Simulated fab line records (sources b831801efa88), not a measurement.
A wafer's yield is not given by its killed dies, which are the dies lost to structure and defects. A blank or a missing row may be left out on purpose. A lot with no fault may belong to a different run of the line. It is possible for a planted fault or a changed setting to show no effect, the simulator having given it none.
A lot that was struck, set against a sound lot + flow sky130 + 16 steps out of a route of 708
Sound: wafers L744.2, L744.4, L744.5. The struck wafers were L747.3, L747.4, L747.5. The cause comes at the end.
Per side, at each step with rows, come the tool, then ch with its chambers, and then its first start. Under that, the readings that differ: sound wafers + struck wafers + difference of the means + sigmas: that difference in standard deviations of wafers without a fault.
alike: a reading whose means differ by less than 2 such deviations, as well as words and numbers matching on both sides. not compared: withheld readings; readings where some wafer has no value; bounds like >300 that might hide an equal value; numbers whose values overlap and for which the record gives no deviation.
The two part at a step that has a row with sigmas, a row that says differs or no value, or rows on one side only. Non-overlapping numbers with no deviation appear without sigmas and do not part them. A reading missing from all wafers of one side parts the sides only when that side holds two or more wafers.

first, 2 steps without rows for these wafers: SKY_VT_ADJUST_PCH_PEB_05; SKY_VT_ADJUST_PCH_DEVELOP_06 (develop time 60 s).
SKY_VT_ADJUST_PCH_OVL_MEAS_07:
  struck on overlay-02, day 15 03:04; sound on overlay-01, day 14 03:58
  alike: VT_ADJUST_PCH_OVL
then, 1 step without rows for these wafers: SKY_VT_ADJUST_PCH_IMPLANT_08.
SKY_VT_ADJUST_PCH_STRIP_09: strips in O2/N2.
  sound on plasma_asher-04 ch 0,1, day 14 04:08; struck on plasma_asher-03 ch 0,1, day 15 03:16
  alike: drypump_motor_current_A, n2_flow_sccm, oes_product_au, strip_time_to_endpoint_s
  not compared: rf_hours_counter_h
SKY_VT_ADJUST_PCH_TW_MEAS_10:
  struck on film_metro-04, day 15 03:22; sound on film_metro-02, day 14 04:15
  alike: VT_ADJUST_PCH_TW
then, 6 steps without rows for these wafers: SKY_SONOS_TUNNEL_DEHYDRATE_00 (time 60 s); SKY_SONOS_TUNNEL_HMDS_01 (prime time 60 s); SKY_SONOS_TUNNEL_COAT_02 (resist thk 1140 nm); SKY_SONOS_TUNNEL_SOFTBAKE_03 (time 60 s); SKY_SONOS_TUNNEL_EXPOSE_04 (exposes mask TUNM, target cd 410 nm); SKY_SONOS_TUNNEL_PEB_05.
SKY_SONOS_TUNNEL_DEVELOP_06: develop time 60 s.
  sound on litho_track-02 ch 0, day 15 06:52; struck on litho_track-02 ch 0, day 16 05:17
| reading              | sound             | struck            | difference | sigmas |
|----------------------|-------------------|-------------------|------------|--------|
| developer_temp_C (C) | 23.09 22.95 23.07 | 20.82 20.66 20.60 | -2.34      | -25    |
SKY_SONOS_TUNNEL_CD_MEAS_07: target cd 410 nm.
  struck on cd_sem-02, day 16 05:26; sound on cd_sem-02, day 15 07:01
| reading    | sound             | struck            | difference | sigmas |
|------------|-------------------|-------------------|------------|--------|
| cd_nm (nm) | 409.4 410.2 411.6 | 418.4 416.9 416.5 | +6.9       | +3     |
SKY_SONOS_TUNNEL_OVL_MEAS_08:
  struck on overlay-01, day 16 05:31; sound on overlay-01, day 15 07:07
  alike: SONOS_TUNNEL_OVL
SKY_PAD_OPEN_PROBE_99:
  the record holds rows for the sound wafers here (prober-01, day 48 13:50) but none for the struck ones

## WHERE THEY PART
Earliest at SKY_SONOS_TUNNEL_DEVELOP_06; latest, in this record, at SKY_PAD_OPEN_PROBE_99.

WHY: what the simulator had put in
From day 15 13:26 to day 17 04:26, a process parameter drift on litho_track-02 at SKY_SONOS_TUNNEL_DEVELOP_06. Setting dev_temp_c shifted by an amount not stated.
